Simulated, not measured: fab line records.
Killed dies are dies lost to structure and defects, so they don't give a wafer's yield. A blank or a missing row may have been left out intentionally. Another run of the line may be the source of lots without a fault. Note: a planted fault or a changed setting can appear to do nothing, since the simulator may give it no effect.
8D (eight disciplines) problem report, filled in by code / flow sky130 / the parts of the form that need people (team, actions taken, sign-off) are left out

== 1. THE ISSUE ==
Mean VT_ADJUST_LVTN_OVL at SKY_VT_ADJUST_LVTN_OVL_MEAS_07: 181.3 nm over 9 wafers in 3 lots; fault-free wafers: 0.3 nm, standard deviation 1.4. That is +99 or more standard deviations from the usual mean.
Seen first at day 8 04:15 on overlay-01, wafer L694.4. At this step, 36 wafers from 12 lots have a number in the record. Rule for "out" (also "out of limits"): further than 4 standard deviations from the usual mean. The rest of the wafers with a number are treated as sound.

== 2. WHAT IT IS, WHAT IT ISN'T ==
question=which readings at this step | is=VT_ADJUST_LVTN_OVL | is not=-
question=which lots | is=L694, L697, L698 | is not=L689, L690, L691, L696, L702, L703, L710, L711, L712
question=which wafers of those lots | is=all that have a number | is not=-
question=read on which gauges | is=overlay-01, overlay-02 | is not=-
question=when | is=from day 8 04:15 | is not=up to then (9 sound wafers); but 18 sound wafers of L696, L702, L703, L710, L711, L712 came after

== 3. SUSPECTS, AND WHAT RULES EACH OUT ==
Counting: any tool at a process step up to the reading is kept as a suspect provided that every lot that is out went through it and no sound lot did after the first of them.
- ruled out: the gauge at SKY_VT_ADJUST_LVTN_OVL_MEAS_07. The wafers that are out were read on 2 gauges (overlay-01, overlay-02).
- iline-stepper-02 at SKY_VT_ADJUST_LVTN_EXPOSE_04 (exposes mask NWM COMPLEMENT LESS NATIVE, target cd 840 nm): kept. It processed each lot that is out, first L694 at day 7 18:35, and no sound lot thereafter; up to then, the last sound lot it processed was L690 at day 6 20:14.
Remaining after the count: iline-stepper-02 at SKY_VT_ADJUST_LVTN_EXPOSE_04.

== 4. THE CAUSE (what the simulator had put in) ==
Scanner matching overlay: iline-stepper-02, from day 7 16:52 on, at SKY_VT_ADJUST_LVTN_EXPOSE_04. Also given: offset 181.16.
Counting left only this tool.

== 5. THE EFFECT CHAIN, in route order ==
One row per reading whose mean, taken over the struck wafers that have a number, lies over 3 standard deviations from the usual. Only readings whose record carries a usual standard deviation are examined. hours: median over the lots of the time between each lot's start at the first step of this table that gives one and its start at this step. sigmas: the change, counted in usual standard deviations.
hours=0; step=SKY_VT_ADJUST_LVTN_OVL_MEAS_07; reading=VT_ADJUST_LVTN_OVL; usual=0.3 nm; on struck wafers=181.3; change=+181.0; sigmas=+99 or more

== 6. HOW IT WOULD HAVE BEEN CAUGHT EARLIER ==
11 hours passed between the start of the fault at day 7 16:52 and the first reading out of limits at a measuring or inspecting step in this record, taken at day 8 04:15.
L697, L698, from the lots that are out (3), started SKY_VT_ADJUST_LVTN_EXPOSE_04 on iline-stepper-02 later than day 8 04:15. A hold on the tool at that time would have spared those 2.
